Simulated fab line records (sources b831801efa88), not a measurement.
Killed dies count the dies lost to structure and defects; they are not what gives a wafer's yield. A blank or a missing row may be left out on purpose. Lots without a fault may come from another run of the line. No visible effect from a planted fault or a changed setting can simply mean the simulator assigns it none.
Which tool was responsible? + flow sky130 + 10 lots with 30 wafers sampled at 6 steps, on a route of 708 steps

## WHAT THE GAUGES READ, wafer by wafer
The record lacks any reading of a measuring or inspecting step that a usual standard deviation could be used to judge.

## EACH LOT AND THE TOOL THAT RAN IT (in order: tool; ch and the chambers of the sampled wafers; start)
| lot  | SKY_VIA3_ETCH_15                  | SKY_METAL4_SPUTTER_01       | SKY_METAL4_SPUTTER_02       | SKY_CAP2M_SPUTTER_02        | SKY_CAP2M_METAL_ETCH_13          | SKY_PAD_OPEN_PROBE_99   |
|------|-----------------------------------|-----------------------------|-----------------------------|-----------------------------|----------------------------------|-------------------------|
| L329 | rieDiel-04 ch 1,2,3, day 40 04:43 | pvdSputter-04, day 40 06:04 | pvdSputter-04, day 40 06:05 | pvdSputter-01, day 40 06:17 | rieMetal-04 ch 0,1, day 41 06:22 | prober-02, day 46 05:51 |
| L332 | rieDiel-02 ch 1,2, day 41 02:16   | pvdSputter-01, day 41 03:36 | pvdSputter-01, day 41 03:38 | pvdSputter-01, day 41 03:50 | rieMetal-01 ch 0,1, day 42 03:49 | prober-01, day 47 00:44 |
| L333 | rieDiel-03 ch 0,2,3, day 41 10:58 | pvdSputter-01, day 41 12:18 | pvdSputter-01, day 41 12:20 | pvdSputter-04, day 41 12:32 | rieMetal-01 ch 0,1, day 42 11:31 | prober-02, day 47 05:52 |
| L336 | rieDiel-03 ch 0,1,2, day 42 19:40 | pvdSputter-04, day 42 21:01 | pvdSputter-04, day 42 21:02 | pvdSputter-03, day 42 21:13 | rieMetal-04 ch 0,1, day 43 19:57 | prober-02, day 48 11:06 |
| L335 | rieDiel-04 ch 0,1,3, day 42 21:46 | pvdSputter-01, day 42 23:07 | pvdSputter-01, day 42 23:08 | pvdSputter-03, day 42 23:20 | rieMetal-01 ch 0,1, day 43 22:13 | prober-02, day 48 12:21 |
| L341 | rieDiel-04 ch 0,2,3, day 43 18:02 | pvdSputter-02, day 43 19:22 | pvdSputter-02, day 43 19:23 | pvdSputter-04, day 43 19:35 | rieMetal-01 ch 0,1, day 44 17:46 | prober-01, day 49 03:49 |
| L342 | rieDiel-04 ch 0,1,2, day 44 04:07 | pvdSputter-01, day 44 05:27 | pvdSputter-01, day 44 05:29 | pvdSputter-04, day 44 05:40 | rieMetal-01 ch 0,1, day 45 03:34 | prober-02, day 49 13:39 |
| L346 | rieDiel-03 ch 2,3, day 44 18:34   | pvdSputter-04, day 44 20:00 | pvdSputter-04, day 44 20:02 | pvdSputter-01, day 44 20:13 | rieMetal-03 ch 0,1, day 45 18:04 | prober-02, day 50 01:00 |
| L349 | rieDiel-03 ch 0,1,3, day 45 15:28 | pvdSputter-02, day 45 16:51 | pvdSputter-02, day 45 16:52 | pvdSputter-01, day 45 17:04 | rieMetal-01 ch 0,1, day 46 14:06 | prober-01, day 50 14:20 |
| L350 | rieDiel-04 ch 0,1,3, day 45 16:31 | pvdSputter-01, day 45 17:52 | pvdSputter-01, day 45 17:53 | pvdSputter-04, day 45 18:05 | rieMetal-04 ch 0, day 46 15:12   | prober-02, day 50 15:25 |
- SKY_VIA3_ETCH_15: etches SiO2 in C4F8/O2/Ar, stops on TiN, target depth 507 nm, time 78 s.
- SKY_METAL4_SPUTTER_01: material TiN, target thk 20 nm, time 16.7 s.
- SKY_METAL4_SPUTTER_02: material AlCu, target thk 735 nm, time 39.1 s.
- SKY_CAP2M_SPUTTER_02: material TiN, target thk 200 nm, time 166.7 s.
- SKY_CAP2M_METAL_ETCH_13: etches TiN in Cl2/BCl3, stops on SiO2, target depth 220 nm, time 62.9 s.
- SKY_PAD_OPEN_PROBE_99

## AS READ BY THE TOOLS THEMSELVES (means over the sampled wafers that have a number; for cases with no such wafer, the mark the record gives instead)
SKY_VIA3_ETCH_15. Usual: oesProductAu reads 0.947 a.u. (standard deviation 0.0043).
| lot  | tool       | oesProductAu (a.u.) | flag |
|------|------------|---------------------|------|
| L329 | rieDiel-04 | 0.947               |      |
| L332 | rieDiel-02 | 0.944               |      |
| L333 | rieDiel-03 | 0.948               |      |
| L336 | rieDiel-03 | 0.947               |      |
| L335 | rieDiel-04 | 0.947               |      |
| L341 | rieDiel-04 | 0.950               |      |
| L342 | rieDiel-04 | 0.947               |      |
| L346 | rieDiel-03 | 0.947               |      |
| L349 | rieDiel-03 | 0.949               |      |
| L350 | rieDiel-04 | 0.946               |      |

SKY_METAL4_SPUTTER_01. Usual: cathodeDcPowerW 6500.1 W, standard deviation 1.1; chamberPressurePa 0.4000 Pa, standard deviation 0.00079; throttleValvePct 30.2 %, standard deviation 1.2.
| lot  | tool          | cathodeDcPowerW (W) | chamberPressurePa (Pa) | throttleValvePct (%) | flag |
|------|---------------|---------------------|------------------------|----------------------|------|
| L329 | pvdSputter-04 | 6499.1              | 0.4008                 | 29.9                 |      |
| L332 | pvdSputter-01 | 6499.3              | 0.4002                 | 30.8                 |      |
| L333 | pvdSputter-01 | 6499.6              | 0.4000                 | 31.1                 |      |
| L336 | pvdSputter-04 | 6500.2              | 0.3991                 | 28.6                 |      |
| L335 | pvdSputter-01 | 6500.6              | 0.4001                 | 30.6                 |      |
| L341 | pvdSputter-02 | 6501.2              | 0.3990                 | 29.5                 |      |
| L342 | pvdSputter-01 | 6499.9              | 0.4001                 | 30.8                 |      |
| L346 | pvdSputter-04 | 6499.7              | 0.4001                 | 29.4                 |      |
| L349 | pvdSputter-02 | 6499.3              | 0.4001                 | 29.7                 |      |
| L350 | pvdSputter-01 | 6499.6              | 0.4000                 | 31.3                 |      |

SKY_METAL4_SPUTTER_02. Usual: cathodeDcPowerW 10600 W, standard deviation 1.8; chamberPressurePa 0.4000 Pa, standard deviation 0.00085; throttleValvePct 30.2 %, standard deviation 1.1.
| lot  | tool          | cathodeDcPowerW (W) | chamberPressurePa (Pa) | throttleValvePct (%) | flag |
|------|---------------|---------------------|------------------------|----------------------|------|
| L329 | pvdSputter-04 | 10601               | 0.3999                 | 29.8                 |      |
| L332 | pvdSputter-01 | 10601               | 0.3996                 | 30.5                 |      |
| L333 | pvdSputter-01 | 10601               | 0.4001                 | 31.0                 |      |
| L336 | pvdSputter-04 | 10602               | 0.4007                 | 28.5                 |      |
| L335 | pvdSputter-01 | 10602               | 0.4001                 | 30.6                 |      |
| L341 | pvdSputter-02 | 10600               | 0.4000                 | 29.5                 |      |
| L342 | pvdSputter-01 | 10600               | 0.3999                 | 30.6                 |      |
| L346 | pvdSputter-04 | 10599               | 0.4002                 | 29.3                 |      |
| L349 | pvdSputter-02 | 10599               | 0.3996                 | 29.8                 |      |
| L350 | pvdSputter-01 | 10600               | 0.3998                 | 31.3                 |      |

SKY_CAP2M_SPUTTER_02. Usual: cathodeDcPowerW 6500.0 W, standard deviation 1.1; chamberPressurePa 0.4001 Pa, standard deviation 0.00075; throttleValvePct 30.2 %, standard deviation 1.1.
| lot  | tool          | cathodeDcPowerW (W) | chamberPressurePa (Pa) | throttleValvePct (%) | flag |
|------|---------------|---------------------|------------------------|----------------------|------|
| L329 | pvdSputter-01 | 6501.4              | 0.4002                 | 30.9                 |      |
| L332 | pvdSputter-01 | 6500.6              | 0.3999                 | 31.1                 |      |
| L333 | pvdSputter-04 | 6499.7              | 0.3994                 | 29.4                 |      |
| L336 | pvdSputter-03 | 6498.6              | 0.4003                 | 29.9                 |      |
| L335 | pvdSputter-03 | 6500.6              | 0.4006                 | 29.7                 |      |
| L341 | pvdSputter-04 | 6500.5              | 0.3995                 | 30.4                 |      |
| L342 | pvdSputter-04 | 6500.6              | 0.4003                 | 29.2                 |      |
| L346 | pvdSputter-01 | 6407.4              | 0.4000                 | 30.9                 | OFF  |
| L349 | pvdSputter-01 | 6406.4              | 0.4004                 | 30.5                 | OFF  |
| L350 | pvdSputter-04 | 6500.7              | 0.3999                 | 29.1                 |      |

SKY_CAP2M_METAL_ETCH_13. Usual: drypumpMotorCurrentA 5.94 A, standard deviation 0.24; oesProductAu 0.939 a.u., standard deviation 0.0079; throttleValvePct 21.903 %, standard deviation 0.0095.
| lot  | tool        | drypumpMotorCurrentA (A) | oesProductAu (a.u.) | throttleValvePct (%) | flag |
|------|-------------|--------------------------|---------------------|----------------------|------|
| L329 | rieMetal-04 | 5.74                     | 0.940               | 21.906               |      |
| L332 | rieMetal-01 | 6.20                     | 0.941               | 21.906               |      |
| L333 | rieMetal-01 | 6.13                     | 0.936               | 21.903               |      |
| L336 | rieMetal-04 | 5.70                     | 0.936               | 21.898               |      |
| L335 | rieMetal-01 | 6.12                     | 0.939               | 21.906               |      |
| L341 | rieMetal-01 | 6.22                     | 0.945               | 21.901               |      |
| L342 | rieMetal-01 | 6.15                     | 0.940               | 21.900               |      |
| L346 | rieMetal-03 | 5.84                     | 0.942               | 21.896               |      |
| L349 | rieMetal-01 | 6.20                     | 0.926               | 21.913               |      |
| L350 | rieMetal-04 | 5.81                     | 0.943               | 21.897               |      |

SKY_PAD_OPEN_PROBE_99. Usual: defectLimitedYield 82.5 %, standard deviation 1.9; killed_at_M0_to_M3 43, standard deviation 6.4; killed_at_M4_up 2.9, standard deviation 1.7; killedAtContacts 24, standard deviation 5; killedAtFrontEnd 15, standard deviation 4; killedAtOther 0.4, standard deviation 0.62; killedDies 86, standard deviation 9.3; killedOpen 47, standard deviation 6.8; killedShort 38, standard deviation 5.8; sort_bin_3_pad_short 0.9 %, standard deviation 0.42; sort_bin_5_function 10.3 %, standard deviation 1.5; sort_bin_6_memory 6.3 %, standard deviation 1.1; sortNPass 406, standard deviation 9.3; sortYieldPct 82.5 %, standard deviation 1.9.
| lot  | tool      | defectLimitedYield (%) | killed_at_M0_to_M3 | killed_at_M4_up | killedAtContacts | killedAtFrontEnd | killedAtOther | killedDies | killedOpen | killedShort | sort_bin_3_pad_short (%) | sort_bin_5_function (%) | sort_bin_6_memory (%) | sortNPass | sortYieldPct (%) | flag |
|------|-----------|------------------------|--------------------|-----------------|------------------|------------------|---------------|------------|------------|-------------|--------------------------|-------------------------|-----------------------|-----------|------------------|------|
| L329 | prober-02 | 82.7                   | 41                 | 2.0             | 30               | 12               | 0.0           | 85         | 44         | 40          | 0.9                      | 9.3                     | 7.0                   | 407       | 82.7             |      |
| L332 | prober-01 | 82.7                   | 44                 | 2.0             | 23               | 16               | 0.3           | 85         | 44         | 41          | 1.0                      | 9.6                     | 6.7                   | 407       | 82.7             |      |
| L333 | prober-02 | 83.5                   | 40                 | 3.3             | 21               | 17               | 0.0           | 81         | 40         | 41          | 1.1                      | 10.0                    | 5.4                   | 411       | 83.5             |      |
| L336 | prober-02 | 82.7                   | 43                 | 1.3             | 26               | 14               | 0.3           | 85         | 50         | 34          | 0.9                      | 9.9                     | 6.4                   | 407       | 82.7             |      |
| L335 | prober-02 | 83.1                   | 41                 | 4.7             | 23               | 13               | 0.3           | 83         | 43         | 39          | 0.9                      | 10.3                    | 5.7                   | 409       | 83.1             |      |
| L341 | prober-01 | 83.0                   | 44                 | 2.7             | 24               | 13               | 0.0           | 83         | 47         | 36          | 0.9                      | 10.0                    | 6.0                   | 409       | 83.0             |      |
| L342 | prober-02 | 83.1                   | 40                 | 1.3             | 23               | 19               | 0.0           | 83         | 46         | 37          | 0.6                      | 9.4                     | 6.8                   | 409       | 83.1             |      |
| L346 | prober-02 | 81.2                   | 46                 | 1.7             | 28               | 16               | 0.3           | 92         | 49         | 44          | 1.1                      | 11.1                    | 6.6                   | 400       | 81.2             |      |
| L349 | prober-01 | 81.6                   | 48                 | 3.0             | 26               | 13               | 0.0           | 90         | 47         | 42          | 1.2                      | 9.5                     | 7.6                   | 402       | 81.6             |      |
| L350 | prober-02 | 81.5                   | 45                 | 2.7             | 26               | 17               | 0.7           | 91         | 48         | 42          | 0.9                      | 11.0                    | 6.6                   | 401       | 81.5             |      |

## THE ANSWER, worked out from the rows above alone
Rule: a lot is off if the mean of its wafers that have a number lies more than 3 standard deviations from the usual mean. A lot without any number at a reading at which 4 lots or more have one is off too. Where the step has rows for the other lots, those lots are counted as sound. First the gauges in route order, then the tools' own readings, where a lot's mean is used as printed above. At the first step where some lot is off, the reading lying furthest off is the one used; lots without a number count as furthest.
Off, at SKY_CAP2M_SPUTTER_02 on cathodeDcPowerW: L346, L349.
A tool fits if, at that step or a process step before it, it ran every lot that is off, and no sound lot after the first of them. Can't be told from this: 2 tools fit, rieDiel-03 at SKY_VIA3_ETCH_15, pvdSputter-01 at SKY_CAP2M_SPUTTER_02.

## WHAT THE SIMULATOR HAD PUT IN
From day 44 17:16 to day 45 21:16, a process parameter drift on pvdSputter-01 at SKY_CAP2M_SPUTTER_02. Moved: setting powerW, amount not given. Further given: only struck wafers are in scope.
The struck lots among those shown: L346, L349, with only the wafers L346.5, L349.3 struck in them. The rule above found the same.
